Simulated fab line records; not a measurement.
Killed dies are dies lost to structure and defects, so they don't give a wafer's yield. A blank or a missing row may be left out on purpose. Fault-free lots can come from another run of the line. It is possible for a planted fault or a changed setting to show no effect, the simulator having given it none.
Which tool was responsible? || flow gf180mcu || route of 602 steps, sampled at 1 step: 12 lots, 35 wafers

## WHAT THE GAUGES READ, wafer by wafer
GF_VT_IMPLANT_TW_MEAS_21. Usual: for VT_IMPLANT_2_TW the level is 1213 and the standard deviation is 16.
{"lot": "L736", "measured": "day 6 06:22", "on": "film metro-04", "VT_IMPLANT_2_TW": "1243 1247 1241", "flag": ""}
{"lot": "L737", "measured": "day 6 12:29", "on": "film metro-04", "VT_IMPLANT_2_TW": "1235 1237 1236", "flag": ""}
{"lot": "L738", "measured": "day 6 16:49", "on": "film metro-02", "VT_IMPLANT_2_TW": "1208 1210 1212", "flag": ""}
{"lot": "L739", "measured": "day 6 19:09", "on": "film metro-02", "VT_IMPLANT_2_TW": "1215 1212 1206", "flag": ""}
{"lot": "L740", "measured": "day 7 08:31", "on": "film metro-02", "VT_IMPLANT_2_TW": "1204 1210 1204", "flag": ""}
{"lot": "L744", "measured": "day 8 14:52", "on": "film metro-01", "VT_IMPLANT_2_TW": "1197 1195 1196", "flag": ""}
{"lot": "L746", "measured": "day 9 01:49", "on": "film metro-02", "VT_IMPLANT_2_TW": "1209 1211 1212", "flag": ""}
{"lot": "L749", "measured": "day 9 17:05", "on": "film metro-04", "VT_IMPLANT_2_TW": "1227 1228 1232", "flag": ""}
{"lot": "L753", "measured": "day 10 22:17", "on": "film metro-02", "VT_IMPLANT_2_TW": "1197 1197 1199", "flag": ""}
{"lot": "L756", "measured": "day 11 09:46", "on": "film metro-02", "VT_IMPLANT_2_TW": "1207 1215", "flag": ""}
{"lot": "L758", "measured": "day 12 06:02", "on": "film metro-01", "VT_IMPLANT_2_TW": "1198 1203 1204", "flag": ""}
{"lot": "L759", "measured": "day 12 07:37", "on": "film metro-01", "VT_IMPLANT_2_TW": "1196 1197 1199", "flag": ""}

## WHICH TOOL RAN EACH LOT (tool, then ch and the chambers of the sampled wafers, then the start)
There is no process step in the record ahead of these readings.

## WHAT THE TOOLS THEMSELVES READ (means of the sampled wafers that have a number; where no wafer has one, the mark that the record gives instead)
The record holds no such reading with a usual standard deviation.

## THE ANSWER, worked out from the rows above alone
Rule: a lot counts as off when the mean over its wafers that have a number is more than 3 standard deviations away from the usual mean. Also off: a lot with no number at a reading for which 4 or more lots have one. All remaining lots with rows at the step are treated as sound. First the gauges in route order, then the tools' own readings, where a lot's mean is used as printed above. The first step at which some lot is off is used, and at that step the reading that is off furthest; a lot without a number counts as furthest.
None of the lots is off at any reading shown; this tells nothing.

## WHAT WAS PUT IN BY THE SIMULATOR
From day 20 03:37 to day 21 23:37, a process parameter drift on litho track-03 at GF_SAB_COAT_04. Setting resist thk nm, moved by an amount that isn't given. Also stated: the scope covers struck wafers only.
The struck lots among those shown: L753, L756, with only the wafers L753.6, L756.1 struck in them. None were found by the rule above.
